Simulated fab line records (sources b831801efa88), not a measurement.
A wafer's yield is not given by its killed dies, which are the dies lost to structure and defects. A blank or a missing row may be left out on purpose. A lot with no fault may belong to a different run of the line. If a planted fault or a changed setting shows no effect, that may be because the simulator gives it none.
A lot that was struck, set against a sound lot || flow sfqLine || 43 out of 325 route steps
Sound: wafers L557.1, L557.2, L557.5. Struck: wafers L565.1, L565.4, L565.6. At the end, the cause is stated.
At each step with rows: each side's tool, then ch and its chambers, then its first start. Under that, the readings that differ: sound wafers || struck wafers || difference of the means || sigmas: that difference in standard deviations of wafers without a fault.
alike: readings with means less than 2 such deviations apart, plus words and numbers identical on both sides. not compared: withheld readings, readings lacking a value on some wafer, bounds such as >300 that could conceal the same value, and numbers that have no deviation in the record and whose values overlap.
Wherever a step has rows on one side only, a row that says differs or no value, or a row with sigmas, the two part there. Non-overlapping numbers with no deviation appear without sigmas and do not part them. Lack of a reading on every wafer of one side parts them only where that side has two or more wafers.

first, 7 steps without rows for these wafers: SFQ_TRILAYER_JJ_CE_STRIP_SOLV_CLEAN_121 (cleans in NMP, time 600 s); SFQ_TRILAYER_M5_LITHO_COAT_128 (resist thk 62 nm); SFQ_TRILAYER_M5_LITHO_COAT_123 (resist thk 600 nm); SFQ_TRILAYER_M5_LITHO_SOFTBAKE_127; SFQ_TRILAYER_M5_LITHO_EXPOSE_124 (exposes mask M5, target cd 700 nm); SFQ_TRILAYER_M5_LITHO_PEB_126 (peb time 60 s); SFQ_TRILAYER_M5_LITHO_DEVELOP_125 (time 60 s).
SFQ_M5_OVL_MEAS_932:
  sound: overlay-02 at day 58 14:31; struck: overlay-01 at day 61 13:00
  alike: M5_OVL
then, 2 steps without rows for these wafers: SFQ_TRILAYER_M5_BARC_OPEN_METAL_ETCH_161 (etches BARC in O2, target depth 125 nm, time 41.7 s); SFQ_TRILAYER_M5_ETCH_METAL_ETCH_126 (etches Nb in Cl2/BCl3, stops on SiO2, time 203.2 s, target depth 265 nm).
SFQ_TRILAYER_M5_STRIP_STRIP_127: strips in O2.
  sound on rieMetal-02 ch 0,1, day 58 14:49; struck on rieMetal-02 ch 0,1, day 61 13:17
  alike: drypumpMotorCurrentA, oesProductAu
  not compared: rfHoursCounterH
then, 1 step without rows for these wafers: SFQ_TRILAYER_M5_STRIP_SOLV_CLEAN_128 (cleans in NMP, time 600 s).
SFQ_TRILAYER_A5B_DEP_PECVD_129: deposits SiO2 from SiH4/N2O, time 133.33 s, target thk 600 nm.
  sound on pecvd-03 ch 0,1,2, day 58 15:35; struck on pecvd-01 ch 0,1,2, day 61 14:04
  no value came back on the struck wafers for any of 5 readings (chamberPressureTorr (Torr), heaterPowerOuterW (W) and others); on the sound wafers chamberPressureTorr (Torr) reads 2.403 2.404 2.404
then, 1 step without rows for these wafers: SFQ_TRILAYER_A5B_CMP_CMP_130 (polishes, stops on Nb, target thk 340.7 nm).
SFQ_TRILAYER_A5B_METRO_MEASURE_131:
  sound: filmMetro-02 at day 59 02:16; struck: filmMetro-03 at day 61 17:09
then, 1 step without rows for these wafers: SFQ_TRILAYER_R5_DEP_SPUTTER_132 (material Ti, target thk 5 nm, time 5 s).
SFQ_TRILAYER_R5_DEP_SPUTTER_133: material MoNx, target thk 40 nm, time 66.7 s.
  sound: pvdSputter-03 at day 59 03:29; struck: pvdSputter-06 at day 61 18:22
  alike: basePressurePa, cathodeDcPowerW, throttleValvePct
then, 1 step without rows for these wafers: SFQ_TRILAYER_R5_DEP_SPUTTER_134 (material Ti, target thk 5 nm, time 5 s).
SFQ_R5_RS_MEAS_933: uses a four-point probe to measure.
  sound: filmMetro-01 at day 59 03:33; struck: filmMetro-04 at day 61 18:27
  alike: R5_MONX_RS
SFQ_R5_THK_MEAS_934: measures by xrf.
  sound: filmMetro-01 at day 59 03:40; struck: filmMetro-04 at day 61 18:34
  alike: R5_MONX_THK
then, 6 steps without rows for these wafers: SFQ_TRILAYER_R5_LITHO_COAT_141 (resist thk 62 nm); SFQ_TRILAYER_R5_LITHO_COAT_136 (resist thk 600 nm); SFQ_TRILAYER_R5_LITHO_SOFTBAKE_140; SFQ_TRILAYER_R5_LITHO_EXPOSE_137 (exposes mask R5, target cd 500 nm); SFQ_TRILAYER_R5_LITHO_PEB_139 (peb time 60 s); SFQ_TRILAYER_R5_LITHO_DEVELOP_138 (time 60 s).
-- the record jumps here: 5 days lie between the struck wafers' starts before and after --
SFQ_R5_OVL_MEAS_935:
  sound: overlay-02 at day 63 23:42; struck: overlay-01 at day 66 20:11
  alike: R5_OVL
then, 4 steps without rows for these wafers: SFQ_TRILAYER_R5_BARC_OPEN_METAL_ETCH_177 (etches BARC in O2, target depth 125 nm, time 41.7 s); SFQ_TRILAYER_R5_ETCH_METAL_ETCH_139 (etches the open film in Cl2, stops on SiO2, target depth 60 nm, time 40 s); SFQ_TRILAYER_R5_STRIP_STRIP_140 (strips in O2); SFQ_TRILAYER_R5_STRIP_SOLV_CLEAN_141 (cleans in NMP, time 600 s).
SFQ_TRILAYER_A5C_DEP_PECVD_142: deposits SiO2 from SiH4/N2O, time 15.556 s, target thk 70 nm.
  sound on pecvd-02 ch 0,2, day 64 00:38; struck on pecvd-03 ch 0,1, day 66 21:07
{"reading": "rfFwdPowerW (W)", "sound": "180.4 179.5 178.7", "struck": "181.0 181.0 181.5", "difference": "+1.6", "sigmas": "+2"}
{"reading": "throttleValvePct (%)", "sound": "23.9 23.8 24.0", "struck": "26.7 26.3 27.1", "difference": "+2.8", "sigmas": "+2"}
  alike: chamberPressureTorr, heaterPowerOuterW, heaterPowerW
then, 6 steps without rows for these wafers: SFQ_TRILAYER_I5_LITHO_COAT_149 (resist thk 62 nm); SFQ_TRILAYER_I5_LITHO_COAT_144 (resist thk 650 nm); SFQ_TRILAYER_I5_LITHO_SOFTBAKE_148; SFQ_TRILAYER_I5_LITHO_EXPOSE_145 (exposes mask I5, target cd 700 nm); SFQ_TRILAYER_I5_LITHO_PEB_147 (peb time 60 s); SFQ_TRILAYER_I5_LITHO_DEVELOP_146 (time 60 s).
SFQ_I5_OVL_MEAS_936:
  sound: overlay-01 at day 64 04:53; struck: overlay-02 at day 66 23:31
  alike: I5_OVL
SFQ_TRILAYER_I5_BARC_OPEN_VIA_ETCH_200: etches BARC in O2, target depth 125 nm, time 41.7 s.
  sound on rieDiel-04 ch 0,3, day 64 04:56; struck on rieDiel-04 ch 0,1,2, day 66 23:33
  alike: drypumpMotorCurrentA, oesProductAu, rfFwdPowerW
  not compared: rfHoursCounterH
SFQ_TRILAYER_I5_ETCH_VIA_ETCH_147: etches the open film in CHF3, stops on Nb, target depth 360 nm.
  sound on rieDiel-04 ch 0,3, day 64 04:58; struck on rieDiel-04 ch 0,1,2, day 66 23:35
  alike: drypumpMotorCurrentA, oesProductAu, rfFwdPowerW
then, 1 step without rows for these wafers: SFQ_TRILAYER_I5_STRIP_STRIP_148 (strips in O2).
-- the record jumps here: 18 days lie between the struck wafers' starts before and after --
SFQ_M8_BOW_MEAS_951:
  sound: filmMetro-01 at day 82 05:55; struck: filmMetro-04 at day 85 05:22
{"reading": "M8_BOW (um)", "sound": "8 14 20", "struck": "-16 -12 -16", "difference": -29, "sigmas": -3}
{"reading": "model.etest.i5.linkOhm", "sound": "2.254 2.257 2.269", "struck": "2.087 2.104 2.106", "difference": -0.161, "sigmas": ""}

WHERE THEY PART
First at SFQ_TRILAYER_A5B_DEP_PECVD_129; last, within this record, at SFQ_M8_BOW_MEAS_951.

WHY: what had been put in by the simulator
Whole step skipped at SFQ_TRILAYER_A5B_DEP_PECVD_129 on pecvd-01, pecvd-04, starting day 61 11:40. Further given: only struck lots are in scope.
